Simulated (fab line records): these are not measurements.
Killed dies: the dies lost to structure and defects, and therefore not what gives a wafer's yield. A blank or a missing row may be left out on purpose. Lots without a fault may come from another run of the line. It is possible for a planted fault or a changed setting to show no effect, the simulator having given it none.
Struck lot and sound lot, side by side -- flow sky130 -- 14 out of 708 route steps
Sound: the wafers L653.1, L653.4, L653.5. Wafers L661.3, L661.4, L661.5 were the ones struck. At the end, the cause is stated.
Each step with rows lists, per side, the tool, then ch with its chambers, then its first start. Under that, the readings that differ: sound wafers -- struck wafers -- difference of the means -- sigmas: that difference in standard deviations of wafers without a fault.
alike: words and numbers the same on both sides, and readings whose means are apart by under 2 such deviations; not compared: readings that were withheld, readings missing a value for some wafer, numbers with overlapping values and no deviation given by the record, and bounds like >300 which may hide the same value.
Wherever a step has rows on one side only, a row that says differs or no value, or a row with sigmas, the two part there. Numbers that have no deviation but don't overlap get no sigmas and don't part them. A reading that every wafer of one side lacks parts them only if that side has two wafers or more.

first, 7 steps without rows for these wafers: SKY_METAL2_HMDS_08 (prime time 60 s); SKY_METAL2_COAT_09 (resist thk 60 nm); SKY_METAL2_COAT_10 (resist thk 450 nm); SKY_METAL2_SOFTBAKE_11 (time 90 s); SKY_METAL2_EXPOSE_12 (exposes mask MM2, target cd 140 nm); SKY_METAL2_PEB_13; SKY_METAL2_DEVELOP_14 (develop time 60 s).
SKY_METAL2_CD_MEAS_15: target cd 140 nm.
  sound on cdSem-02, day 35 13:05; struck on cdSem-02, day 38 02:55
  alike: cdNm
SKY_METAL2_OVL_MEAS_16:
  sound on overlay-02, day 35 13:13; struck on overlay-02, day 38 03:00
  alike: METAL2_OVL
SKY_METAL2_DESCUM_17: chemistry O2, time 8 s.
  sound on rieMetal-01 ch 0,1, day 35 13:14; struck on rieMetal-03 ch 0,1, day 38 03:02
  alike: drypumpMotorCurrentA, oesProductAu
  not compared: rfHoursCounterH
SKY_METAL2_ETCH_18: etches BARC in N2/H2, stops on SiO2, time 45.9 s, target depth 60 nm.
  sound on rieMetal-01 ch 0,1, day 35 13:17; struck on rieMetal-03 ch 0,1, day 38 03:04
  alike: drypumpMotorCurrentA, oesProductAu, throttleValvePct
  not compared: rfHoursCounterH
SKY_METAL2_METAL_ETCH_19: etches the open film in Cl2/BCl3, stops on SiO2, target depth 360 nm, time 78 s.
  sound on rieMetal-01 ch 0,1, day 35 13:20; struck on rieMetal-03 ch 0,1, day 38 03:09
  alike: drypumpMotorCurrentA, oesProductAu, throttleValvePct
  not compared: rfHoursCounterH
SKY_METAL2_STRIP_20: strips in O2/N2.
  sound on plasmaAsher-02 ch 0,1, day 35 13:26; struck on plasmaAsher-01 ch 0,1, day 38 03:14
  no value came back on the struck wafers for chamberPressureMTorr (mTorr), drypumpMotorCurrentA (A), oesProductAu (a.u.), stripTimeToEndpointS (s); on the sound wafers chamberPressureMTorr (mTorr) reads 1500.0 1500.9 1500.0
reading,sound,struck,difference,sigmas
model.KrF-thick_of_METAL2_COAT_10.thkNm (nm),0 0 0,162.9 151.1 163.4,+159.1,
  not compared: rfHoursCounterH
then, 1 step without rows for these wafers: SKY_METAL2_STRIP_21 (strips in post etch residue remover, time 1200 s).

WHERE THEY PART
SKY_METAL2_STRIP_20 only, going by this record.

WHY: what had been put in by the simulator
Step skipped in full: plasmaAsher-01, at SKY_METAL2_STRIP_20, from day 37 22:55 onward. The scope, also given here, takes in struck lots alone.
